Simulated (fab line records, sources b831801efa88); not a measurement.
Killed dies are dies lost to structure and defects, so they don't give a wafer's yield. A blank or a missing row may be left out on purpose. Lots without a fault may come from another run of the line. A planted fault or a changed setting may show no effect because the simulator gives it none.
fab line records | flow sfq_line | part 1 of 2: steps 1 to 24 of 36
record lots=5 wafers=15 last_day=92
route steps=325 shown M4@158 I4@163 JJ@178
lots that met no fault: from a run of the same line without faults
start_h: hours from the record's first day to the start of the lot's first wafer shown | wait_h: hours since the lot's step before | " the same as in the row above | L1.1+2: a row that stands for several wafers | - no value, or no start given | * or withheld: withheld | < > ~ a bound
route shown NAME@n: a module of which the file shows steps, and the number in the route of the first | usual: mean/standard deviation of fault-free wafers | same: alike in all rows | chamber/n: place in a boat | sites: the reading at each site | _std_site: their standard deviation | _edge_site: outer sites' mean less inner sites' | radius_mm: how far each site lies from the wafer's centre | mask NAME#n: copy n | behind: the tool/chamber that last shaped the wafer | hold: why the lot was held/for how many hours/how that ended | device: the transistor (n, p or np) that didn't switch | end of line: the same wafers' tests at the end of the route | a step without rows: its recipe alone | killed: dies lost to structure and defects at the first sort, not the wafer's yield | map: a wafer's dies, x killed, . not, _ none there
set.NAME: the setting as run; set.NAME@STEP: as run at that earlier step | model.NAME: the simulator's own value behind a step, which no gauge read
lots at some steps of the route; a table a step, a row a wafer
services: from which hour (start_h, from the record's first day; less than 0 if before it) a tool's chamber was out of use, for how many hours, and why
## steps
# step SFQ_M4_OVL_MEAS_926
# usual M4_OVL=-2/5.6
# columns lot.wafer tool chamber start_h wait_h M4_OVL[nm]
L088.2 overlay-01 - 1473.76 0.1 -5
L088.4 " - " " -2
L088.6 " - " " -9
L089.1 overlay-01 - 1476.15 0.1 -7
L089.2 " - " " -1
L089.4 " - " " -4
L092.2 overlay-02 - 1482.16 0.1 -11
L092.4 " - " " -9
L092.6 " - " " -14
L094.2 overlay-01 - 1486.96 0.1 1
L094.4 " - " " 0
L094.5 " - " " -3
L096.2 overlay-01 - 1492.96 0.1 -6
L096.5 " - " " -5
L096.6 " - " " -3
# step SFQ_TRILAYER_M4_BARC_OPEN_METAL_ETCH_123
# recipe mask_material=PR chemistry=O2 target_depth_nm=125 target=BARC icp_w=600 bias_w=80 pressure_mtorr=10 time_s=41.7
# usual drypump_motor_current_A=6.07/0.28 oes_product_au=0.685/0.0046
# columns lot.wafer tool chamber start_h wait_h drypump_motor_current_A oes_product_au rf_hours_counter_h
L088.2 rie_metal-01 1 1473.79 0.0 6.06 0.686 121
L088.4 " 0 " " 5.97 0.684 -
L088.6 " 1 " " 6.07 0.693 -
L089.1 rie_metal-01 0 1476.19 0.0 5.93 0.685 28
L089.2 " 0 " " 5.89 0.695 -
L089.4 " 0 " " 5.92 0.681 -
L092.2 rie_metal-01 0 1482.21 0.0 5.96 0.683 -
L092.4 " 0 " " 5.95 0.689 -
L092.6 " 0 " " 5.97 0.686 -
L094.2 rie_metal-03 0 1486.99 0.0 6.62 0.685 68
L094.4 " 1 " " 5.72 0.685 -
L094.5 " 1 " " 5.72 0.684 -
L096.2 rie_metal-02 1 1492.99 0.0 5.88 0.686 42
L096.5 " 0 " " 6.24 0.682 -
L096.6 " 1 " " 5.88 0.686 -
# step SFQ_TRILAYER_M4_ETCH_METAL_ETCH_096
# recipe target=Nb stop_on=SiO2 mask_material=PR chemistry=Cl2/Ar target_depth_nm=240 icp_w=600 bias_w=80 pressure_mtorr=10 time_s=120
# usual drypump_motor_current_A=6.07/0.27 oes_product_au=0.892/0.0066
# columns lot.wafer tool chamber start_h wait_h drypump_motor_current_A oes_product_au rf_hours_counter_h
L088.2 rie_metal-01 1 1473.85 0.0 6.10 0.894 121
L088.4 " 0 " " 5.95 0.897 -
L088.6 " 1 " " 6.11 0.900 -
L089.1 rie_metal-01 0 1476.31 0.1 5.95 0.892 28
L089.2 " 0 " " 5.93 0.877 -
L089.4 " 0 " " 5.93 0.886 -
L092.2 rie_metal-01 0 1482.35 0.1 5.93 0.888 -
L092.4 " 0 " " 5.97 0.890 -
L092.6 " 0 " " 5.93 0.883 -
L094.2 rie_metal-03 0 1487.05 0.0 6.62 0.887 68
L094.4 " 1 " " 5.74 0.886 -
L094.5 " 1 " " 5.74 0.898 -
L096.2 rie_metal-02 1 1493.05 0.0 5.89 0.901 42
L096.5 " 0 " " 6.26 0.888 -
L096.6 " 1 " " 5.87 0.888 -
# step SFQ_TRILAYER_M4_STRIP_STRIP_097
# recipe gas=O2 power_w=200 platen_temp_c=40 overash_fraction=0.65 chemistry=O2 pressure_mtorr=50
# usual drypump_motor_current_A=6.07/0.28 oes_product_au=1.002/0.011
# columns lot.wafer tool chamber start_h wait_h drypump_motor_current_A oes_product_au rf_hours_counter_h
L088.2 rie_metal-01 1 1473.97 0.1 6.10 0.983 121
L088.4 " 0 " " 5.91 1.011 -
L088.6 " 1 " " 6.08 0.989 -
L089.1 rie_metal-01 0 1476.56 0.2 5.98 0.994 28
L089.2 " 0 " " 5.94 1.007 -
L089.4 " 0 " " 5.95 1.021 -
L092.2 rie_metal-01 0 1482.76 0.4 5.93 1.002 -
L092.4 " 0 " " 5.95 0.992 -
L092.6 " 0 " " 5.91 0.998 -
L094.2 rie_metal-03 0 1487.17 0.1 6.61 0.998 68
L094.4 " 1 " " 5.74 1.014 -
L094.5 " 1 " " 5.72 1.010 -
L096.2 rie_metal-02 1 1493.17 0.1 5.93 1.006 42
L096.5 " 0 " " 6.22 1.022 -
L096.6 " 1 " " 5.95 1.000 -
# step SFQ_TRILAYER_M4_STRIP_SOLV_CLEAN_098
# recipe chemistry=NMP temp_c=70 time_s=600
# usual bath_heat_duty_pct=13.1/1.3
# columns lot.wafer tool chamber start_h wait_h bath_heat_duty_pct
L088.2 wet_bench-03 3 1474.57 0.4 13.8
L088.4 " 0 " " 13.5
L088.6 " 5 " " 11.0
L089.1 wet_bench-03 1 1477.76 1.0 11.4
L089.2 " 7 " " 14.5
L089.4 " 2 " " 11.8
L092.2 wet_bench-02 4 1483.76 0.8 14.0
L092.4 " 5 " " 15.0
L092.6 " 2 " " 12.0
L094.2 wet_bench-02 0 1487.77 0.4 15.4
L094.4 " 7 " " 13.1
L094.5 " 1 " " 13.7
L096.2 wet_bench-02 2 1493.77 0.4 11.9
L096.5 " 4 " " 13.9
L096.6 " 3 " " 14.0
# step SFQ_TRILAYER_I4_DEP_PECVD_099
# recipe material=SiO2 temp_c=150 time_s=111.11 pressure_torr=2.4 rf_w=183.3 precursor=SiH4/N2O target_thk_nm=500
# usual heater_power_w=81/15 throttle_valve_pct=24.8/1.5
# columns lot.wafer tool chamber start_h wait_h heater_power_w throttle_valve_pct
L088.2 pecvd-04 0 1474.75 0.0 72 24.6
L088.4 " 0 " " 58 24.6
L088.6 " 2 " " 81 23.4
L089.1 pecvd-02 1 1477.93 0.0 86 23.9
L089.2 " 2 " " 74 24.1
L089.4 " 2 " " 76 24.3
L092.2 pecvd-03 2 1483.93 0.0 92 28.4
L092.4 " 1 " " 106 25.4
L092.6 " 0 " " 105 24.3
L094.2 pecvd-02 2 1487.95 0.0 79 24.4
L094.4 " 0 " " 63 24.1
L094.5 " 1 " " 87 23.5
L096.2 pecvd-03 0 1493.95 0.0 91 24.1
L096.5 " 0 " " 96 24.2
L096.6 " 2 " " 92 28.5
# step SFQ_TRILAYER_I4_CMP_CMP_100
# recipe material=SiO2 down_force_psi=3 platen_rpm=60 pad_velocity_m_s=0.94248
# usual motor_current_A=10.4/1.4 retaining_ring_pressure_frac=1.000/0.0056 time_to_endpoint_s=213/7.6
# columns lot.wafer tool chamber start_h wait_h motor_current_A retaining_ring_pressure_frac time_to_endpoint_s
L088.4 cmp-01 3 1475.46 0.6 9.8 0.993 209
L088.2 " 2 1476.96 2.2 9.3 1.001 214
L088.6 " 0 1477.96 3.1 9.7 0.999 210
L089.1 cmp-02 1 1478.05 0.1 12.8 1.015 216
L089.4 " 2 " " 10.5 1.005 223
L089.2 " 0 1479.55 1.6 8.9 1.008 207
L092.4 cmp-01 1 1484.96 1.0 10.5 1.002 208
L092.2 " 3 1485.96 2.0 9.6 0.993 199
L092.6 " 1 1486.96 3.0 10.4 1.002 211
L094.4 cmp-01 3 1488.02 0.0 9.7 0.994 212
L094.2 " 1 1489.02 1.0 10.6 1.006 219
L094.5 " 0 1490.52 2.5 10.2 0.988 213
L096.2 cmp-02 1 1497.92 3.9 13.3 0.995 220
L096.5 " 2 " " 9.7 0.987 225
L096.6 " 3 " " 10.7 1.000 218
# step SFQ_I4_BOW_MEAS_927
# recipe mode=bow
# usual I4_BOW=5/9.7
# columns lot.wafer tool chamber start_h wait_h I4_BOW[um]
L088.2 film_metro-02 - 1478.48 1.0 17
L088.4 " - " " 18
L088.6 " - " " 8
L089.1 film_metro-03 - 1481.05 2.5 6
L089.2 " - " " 11
L089.4 " - " " 16
L092.2 film_metro-03 - 1487.48 1.0 34
L092.4 " - " " 35
L092.6 " - " " 28
L094.2 film_metro-04 - 1491.04 1.5 13
L094.4 " - " " 28
L094.5 " - " " 7
L096.2 film_metro-02 - 1499.44 1.0 16
L096.5 " - " " 2
L096.6 " - " " -17
# step SFQ_TRILAYER_I4_METRO_MEASURE_101
# usual thk_nm=199.4/1.1
# columns lot.wafer tool chamber start_h wait_h thk_nm
L088.2 film_metro-02 - 1478.78 0.3 199.7
L088.4 " - " " 198.5
L088.6 " - " " 198.3
L089.1 film_metro-03 - 1481.17 0.1 200.2
L089.2 " - " " 199.7
L089.4 " - " " 198.8
L092.2 film_metro-03 - 1487.78 0.3 198.2
L092.4 " - " " 200.1
L092.6 " - " " 199.2
L094.2 film_metro-04 - 1491.34 0.3 199.5
L094.4 " - " " 197.9
L094.5 " - " " 198.0
L096.2 film_metro-02 - 1499.74 0.3 200.4
L096.5 " - " " 199.7
L096.6 " - " " 198.1
# step SFQ_TRILAYER_I4_VIA_LITHO_COAT_108
# recipe resist=BARC spin_rpm=3000 resist_thk_nm=62
# usual dispense_pressure_kPa=52/3.6
# columns lot.wafer tool chamber start_h wait_h dispense_pressure_kPa
L088.2 litho_track-01 0 1479.83 0.8 54
L088.4 " 0 " " 54
L088.6 " 0 " " 54
L089.1 litho_track-01 0 1482.37 1.0 54
L089.2 " 0 " " 54
L089.4 " 0 " " 54
L092.2 litho_track-01 0 1488.83 0.8 54
L092.4 " 0 " " 54
L092.6 " 0 " " 54
L094.2 litho_track-01 0 1492.39 0.8 54
L094.4 " 0 " " 54
L094.5 " 0 " " 54
L096.2 litho_track-03 0 1500.79 0.8 55
L096.5 " 0 " " 55
L096.6 " 0 " " 55
# step SFQ_TRILAYER_I4_VIA_LITHO_COAT_103
# recipe resist=KrF spin_rpm=3000 resist_thk_nm=650
# usual dispense_pressure_kPa=52/3.6
# columns lot.wafer tool chamber start_h wait_h dispense_pressure_kPa
L088.2 litho_track-01 0 1480.13 0.2 54
L088.4 " 0 " " 54
L088.6 " 0 " " 54
L089.1 litho_track-01 0 1482.67 0.2 54
L089.2 " 0 " " 54
L089.4 " 0 " " 54
L092.2 litho_track-01 0 1489.13 0.2 54
L092.4 " 0 " " 54
L092.6 " 0 " " 54
L094.2 litho_track-01 0 1492.69 0.2 54
L094.4 " 0 " " 54
L094.5 " 0 " " 54
L096.2 litho_track-03 0 1501.09 0.2 55
L096.5 " 0 " " 55
L096.6 " 0 " " 55
# step SFQ_TRILAYER_I4_VIA_LITHO_SOFTBAKE_107
# recipe temp_c=withheld time_s=withheld resist=KrF
# columns lot.wafer tool chamber start_h wait_h
L088.2+4+6 litho_track-01 0 1480.41 0.2
L089.1+2+4 litho_track-01 0 1482.97 0.2
L092.2+4+6 litho_track-01 0 1489.41 0.2
L094.2+4+5 litho_track-01 0 1492.97 0.2
L096.2+5+6 litho_track-03 0 1501.37 0.2
# step SFQ_TRILAYER_I4_VIA_LITHO_EXPOSE_104
# recipe mask_id=I4 na=0.6 source_shape=conventional sigma_outer=0.65 target_cd_nm=700 dose_mj=21.3
# columns lot.wafer tool chamber start_h wait_h mask
L088.2+4+6 krf_scanner-01 0 1485.00 - I4#0
L089.1+2+4 krf_scanner-01 0 1487.20 - I4#0
L092.2+4+6 krf_scanner-01 0 1498.20 - I4#0
L094.2+4+5 krf_scanner-01 0 1504.20 - I4#0
L096.2+5+6 krf_scanner-01 0 1511.93 - I4#0
# step SFQ_TRILAYER_I4_VIA_LITHO_PEB_106
# recipe peb_temp_c=115 peb_time_s=60 resist=KrF
# columns lot.wafer tool chamber start_h wait_h
L088.2+4+6 litho_track-04 0 1486.02 0.8
L089.1+2+4 litho_track-03 0 1488.40 1.0
L092.2+4+6 litho_track-04 0 1499.22 0.8
L094.2+4+5 litho_track-01 0 1505.22 0.8
L096.2+5+6 litho_track-04 0 1512.96 0.8
# step SFQ_TRILAYER_I4_VIA_LITHO_DEVELOP_105
# recipe time_s=60 resist=KrF
# columns lot.wafer tool chamber start_h wait_h
L088.2+4+6 litho_track-04 0 1486.17 0.1
L089.1+2+4 litho_track-03 0 1488.55 0.1
L092.2+4+6 litho_track-04 0 1499.37 0.1
L094.2+4+5 litho_track-01 0 1505.37 0.1
L096.2+5+6 litho_track-04 0 1513.11 0.1
# step SFQ_I4_OVL_MEAS_928
# usual I4_OVL=-3/5.5
# columns lot.wafer tool chamber start_h wait_h I4_OVL[nm]
L088.2 overlay-02 - 1486.30 0.1 -1
L088.4 " - " " -2
L088.6 " - " " -5
L089.1 overlay-02 - 1488.70 0.1 -8
L089.2 " - " " -7
L089.4 " - " " -11
L092.2 overlay-02 - 1499.50 0.1 -9
L092.4 " - " " -3
L092.6 " - " " -8
L094.2 overlay-02 - 1505.50 0.1 -1
L094.4 " - " " -5
L094.5 " - " " 3
L096.2 overlay-02 - 1513.24 0.1 -9
L096.5 " - " " -10
L096.6 " - " " -11
# step SFQ_TRILAYER_I4_VIA_BARC_OPEN_VIA_ETCH_146
# recipe mask_material=PR chemistry=O2 target_depth_nm=125 target=BARC source_w=500 bias_w=80 pressure_mtorr=30 time_s=41.7
# usual drypump_motor_current_A=5.6/0.46 oes_product_au=0.686/0.0043
# columns lot.wafer tool chamber start_h wait_h drypump_motor_current_A oes_product_au rf_hours_counter_h
L088.2 rie_diel-04 3 1486.33 0.0 6.1 0.687 12
L088.4 " 1 " " 5.4 0.689 4
L088.6 " 3 " " 6.0 0.683 -
L089.1 rie_diel-01 3 1488.73 0.0 5.3 0.686 9
L089.2 " 1 " " 5.5 0.687 19
L089.4 " 0 " " 5.7 0.685 19
L092.2 rie_diel-02 2 1499.53 0.0 5.0 0.693 8
L092.4 " 0 " " 5.5 0.683 14
L092.6 " 0 " " 5.5 0.685 -
L094.2 rie_diel-04 0 1505.53 0.0 5.7 0.695 9
L094.4 " 3 " " 6.1 0.687 12
L094.5 " 2 " " 5.3 0.690 -
L096.2 rie_diel-01 0 1513.27 0.0 5.7 0.684 19
L096.5 " 0 " " 5.7 0.691 -
L096.6 " 3 " " 5.3 0.686 -
# step SFQ_TRILAYER_I4_VIA_ETCH_VIA_ETCH_106
# recipe target=SiO2 stop_on=Nb mask_material=PR taper_deg=20 chemistry=CHF3 target_depth_nm=260 source_w=500 bias_w=80 pressure_mtorr=30 time_s=withheld
# usual drypump_motor_current_A=5.6/0.46 oes_product_au=0.853/0.0054
# columns lot.wafer tool chamber start_h wait_h drypump_motor_current_A oes_product_au
L088.2 rie_diel-04 3 1486.37 0.0 6.1 0.851
L088.4 " 1 " " 5.4 0.854
L088.6 " 3 " " 6.0 0.859
L089.1 rie_diel-01 3 1488.77 0.0 5.3 0.849
L089.2 " 1 " " 5.5 0.849
L089.4 " 0 " " 5.6 0.853
L092.2 rie_diel-02 2 1499.57 0.0 5.0 0.853
L092.4 " 0 " " 5.5 0.852
L092.6 " 0 " " 5.5 0.851
L094.2 rie_diel-04 0 1505.57 0.0 5.7 0.851
L094.4 " 3 " " 6.1 0.845
L094.5 " 2 " " 5.3 0.845
L096.2 rie_diel-01 0 1513.31 0.0 5.7 0.849
L096.5 " 0 " " 5.7 0.855
L096.6 " 3 " " 5.3 0.850
# step SFQ_TRILAYER_I4_VIA_STRIP_STRIP_107
# recipe gas=O2 power_w=200 platen_temp_c=40 overash_fraction=0.65 chemistry=O2 pressure_mtorr=50
# usual drypump_motor_current_A=5.9/0.47 oes_product_au=1.001/0.012
# columns lot.wafer tool chamber start_h wait_h drypump_motor_current_A oes_product_au rf_hours_counter_h
L088.2 rie_metal-04 0 1486.49 - 6.4 0.995 71
L088.4 " 0 " " 6.4 0.985 -
L088.6 " 0 " " 6.4 0.986 -
L089.1 rie_metal-04 0 1488.89 - 6.4 0.983 71
L089.2 " 1 " " 5.2 0.996 65
L089.4 " 1 " " 5.1 0.993 -
L092.2 rie_metal-01 1 1499.69 - 6.1 1.012 0
L092.4 " 0 " " 5.9 0.996 -
L092.6 " 0 " " 5.9 0.994 -
L094.2 rie_metal-04 0 1505.69 - 6.4 0.985 74
L094.4 " 0 " " 6.4 0.984 -
L094.5 " 0 " " 6.4 0.979 -
L096.2 rie_metal-02 0 1513.42 - 6.2 1.011 97
L096.5 " 1 " " 5.9 1.004 -
L096.6 " 0 " " 6.2 1.018 -
# step SFQ_TRILAYER_I4_VIA_STRIP_SOLV_CLEAN_108
# recipe chemistry=NMP temp_c=70 time_s=600
# usual bath_heat_duty_pct=12.9/1.3
# columns lot.wafer tool chamber start_h wait_h bath_heat_duty_pct
L088.2 wet_bench-03 1 1487.09 0.4 11.5
L088.4 " 6 " " 12.2
L088.6 " 3 " " 13.0
L089.1 wet_bench-01 4 1489.49 0.4 16.2
L089.2 " 2 " " 13.6
L089.4 " 1 " " 12.2
L092.2 wet_bench-04 1 1500.29 0.4 13.2
L092.4 " 2 " " 11.3
L092.6 " 4 " " 11.8
L094.2 wet_bench-01 6 1506.29 0.4 11.5
L094.4 " 1 " " 14.5
L094.5 " 2 " " 13.8
L096.2 wet_bench-01 4 1514.02 0.4 16.0
L096.5 " 5 " " 13.5
L096.6 " 6 " " 11.5
# step SFQ_TRILAYER_JJ_TRILAYER_DEP_PRE_CLEAN_113
# recipe gas=Ar time_s=22.5 bias_v=250
# usual bias_v=250.1/2.5
# columns lot.wafer tool chamber start_h wait_h bias_v
L088.2 pvd_sputter-05 - 1487.28 0.0 248.7
L088.4 " - " " 253.1
L088.6 " - " " 248.4
L089.1 pvd_sputter-04 - 1489.66 0.0 249.6
L089.2 " - " " 251.7
L089.4 " - " " 254.3
L092.2 pvd_sputter-03 - 1500.46 0.0 247.6
L092.4 " - " " 255.9
L092.6 " - " " 250.4
L094.2 pvd_sputter-05 - 1506.46 0.0 254.0
L094.4 " - " " 247.8
L094.5 " - " " 252.4
L096.2 pvd_sputter-03 - 1514.20 0.0 252.2
L096.5 " - " " 248.7
L096.6 " - " " 251.5
# step SFQ_TRILAYER_JJ_TRILAYER_DEP_SPUTTER_109
# recipe material=Nb base_pressure_pa=1.33e-06 chamber_pressure_pa=0.1333 substrate_temp_c=20 target_thk_nm=150 power_w=2000 time_s=100
# usual throttle_valve_pct=29.8/0.73
# columns lot.wafer tool chamber start_h wait_h throttle_valve_pct
L088.2 pvd_sputter-05 - 1487.31 0.0 29.8
L088.4 " - " " 30.3
L088.6 " - " " 29.7
L089.1 pvd_sputter-04 - 1489.69 0.0 29.2
L089.2 " - " " 31.0
L089.4 " - " " 30.5
L092.2 pvd_sputter-03 - 1500.49 0.0 29.7
L092.4 " - " " 29.3
L092.6 " - " " 30.7
L094.2 pvd_sputter-05 - 1506.49 0.0 29.5
L094.4 " - " " 29.3
L094.5 " - " " 29.7
L096.2 pvd_sputter-03 - 1514.22 0.0 29.1
L096.5 " - " " 29.1
L096.6 " - " " 29.8
# step SFQ_TRILAYER_JJ_TRILAYER_DEP_SPUTTER_110
# recipe material=Al base_pressure_pa=1.33e-06 target_thk_nm=8 power_w=500 time_s=10 chamber_pressure_pa=0.4
# usual throttle_valve_pct=29.8/0.71
# columns lot.wafer tool chamber start_h wait_h throttle_valve_pct
L088.2 pvd_sputter-05 - 1487.38 0.0 29.6
L088.4 " - " " 30.0
L088.6 " - " " 29.6
L089.1 pvd_sputter-04 - 1489.76 0.0 29.4
L089.2 " - " " 30.9
L089.4 " - " " 30.5
L092.2 pvd_sputter-03 - 1500.56 0.0 30.0
L092.4 " - " " 29.3
L092.6 " - " " 30.7
L094.2 pvd_sputter-05 - 1506.56 0.0 29.6
L094.4 " - " " 29.4
L094.5 " - " " 30.0
L096.2 pvd_sputter-03 - 1514.30 0.0 29.3
L096.5 " - " " 29.3
L096.6 " - " " 29.8
# step SFQ_TRILAYER_JJ_TRILAYER_DEP_AL_OXIDATION_111
# recipe pressure_mbar=0.014667 oxidation_time_s=600 temperature_k=293
# usual pressure_mbar=0.01467/2.9e-05
# same oxidation_time_s=600
# columns lot.wafer tool chamber start_h wait_h pressure_mbar
L088.2 pvd_sputter-05 - 1487.40 0.0 0.014669
L088.4 " - " " 0.01469
L088.6 " - " " 0.014643
L089.1 pvd_sputter-04 - 1489.78 0.0 0.01468
L089.2 " - " " 0.01466
L089.4 " - " " 0.014643
L092.2 pvd_sputter-03 - 1500.58 0.0 0.014629
L092.4 " - " " 0.014649
L092.6 " - " " 0.014677
L094.2 pvd_sputter-05 - 1506.58 0.0 0.01468
L094.4 " - " " 0.014612
L094.5 " - " " 0.014649
L096.2 pvd_sputter-03 - 1514.32 0.0 0.014655
L096.5 " - " " 0.014669
L096.6 " - " " 0.01465
